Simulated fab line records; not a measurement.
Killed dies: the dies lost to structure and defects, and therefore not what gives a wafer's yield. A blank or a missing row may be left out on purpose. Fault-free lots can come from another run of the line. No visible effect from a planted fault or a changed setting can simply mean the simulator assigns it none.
A struck lot beside a sound one ; flow sky130 ; 14 out of 708 route steps
Sound: wafers L398.2, L398.3, L398.5. Struck: wafers L407.3, L407.4, L407.6. The cause comes at the end.
At each step with rows: each side's tool, then ch and its chambers, then its first start. Under that, the readings that differ: sound wafers ; struck wafers ; difference of the means ; sigmas: that difference in standard deviations of wafers without a fault.
alike: a reading whose means differ by less than 2 such deviations, as well as words and numbers matching on both sides. not compared: withheld readings; readings where some wafer has no value; bounds like >300 that might hide an equal value; numbers whose values overlap and for which the record gives no deviation.
Wherever a step has rows on one side only, a row that says differs or no value, or a row with sigmas, the two part there. When numbers do not overlap yet have no deviation, they are printed without sigmas and do not part them. Lack of a reading on every wafer of one side parts them only where that side has two or more wafers.

first, 4 steps without rows for these wafers: SKY_VIA2_STRIP_16 (strips in O2/N2); SKY_VIA2_STRIP_17 (strips in post etch residue remover, time 1200 s); SKY_VIA2_CLEAN_18 (cleans in IPA, time 180 s); SKY_VIA2_CLEAN_19 (cleans in O3/DIW).
SKY_VIA2_SPUTTER_20: material TiN, target thk 20 nm, time 80 s.
  sound on pvdSputter-01, day 38 15:54; struck on pvdSputter-01, day 41 02:52
  alike: cathodeDcPowerW, chamberPressurePa, throttleValvePct
SKY_VIA2_CVD_21: deposits W, target thk 420 nm, time 126.4 s.
  sound on cvdW-01 ch 0,1, day 38 15:58; struck on cvdW-01 ch 0,1, day 41 02:58
  alike: heaterPowerW
SKY_VIA2_RS_MEAS_22: the measuring method here is four-point-probe.
  sound on filmMetro-02, day 38 16:07; struck on filmMetro-02, day 41 03:05
  alike: VIA2_W_RS
SKY_VIA2_THK_MEAS_23: measures by xrf.
  sound on filmMetro-02, day 38 16:13; struck on filmMetro-02, day 41 03:11
  alike: VIA2_W_THK
SKY_VIA2_CMP_24: polishes, stops on SiO2, t overpolish 20 s, target thk 0 nm.
  sound on cmp-02 ch 2,3, day 38 16:16; struck on cmp-02 ch 0,1, day 41 03:14
  alike: motorCurrentA, overpolishRunS, timeToEndpointS
then, 1 step without rows for these wafers: SKY_METAL3_SPUTTER_00 (material Ti, target thk 15 nm, time 10 s).
SKY_METAL3_SPUTTER_01: material TiN, target thk 20 nm, time 16.7 s.
  sound on pvdSputter-04, day 38 16:36; struck on pvdSputter-01, day 41 03:33
  alike: cathodeDcPowerW, chamberPressurePa, throttleValvePct
then, 1 step without rows for these wafers: SKY_METAL3_SPUTTER_02 (material AlCu, target thk 735 nm, time 39.1 s).
SKY_METAL3_SPUTTER_03: material Ti, target thk 5 nm, time 3.3 s.
  sound on pvdSputter-04, day 38 16:40; struck on pvdSputter-01, day 41 03:37
  no value came back on the struck wafers for cathodeDcPowerW (W), chamberPressurePa (Pa), throttleValvePct (%); on the sound wafers cathodeDcPowerW (W) reads 3000.5 2999.9 3001.3
SKY_METAL3_SPUTTER_04: material TiN, target thk 70 nm, time 58.3 s.
  sound on pvdSputter-04, day 38 16:41; struck on pvdSputter-01, day 41 03:38
  alike: cathodeDcPowerW, chamberPressurePa, throttleValvePct

== WHERE THEY PART ==
Within this record, at SKY_METAL3_SPUTTER_03 only. Later steps at which nothing parts them and some readings are alike: SKY_METAL3_SPUTTER_04.

WHY: what the simulator had put in
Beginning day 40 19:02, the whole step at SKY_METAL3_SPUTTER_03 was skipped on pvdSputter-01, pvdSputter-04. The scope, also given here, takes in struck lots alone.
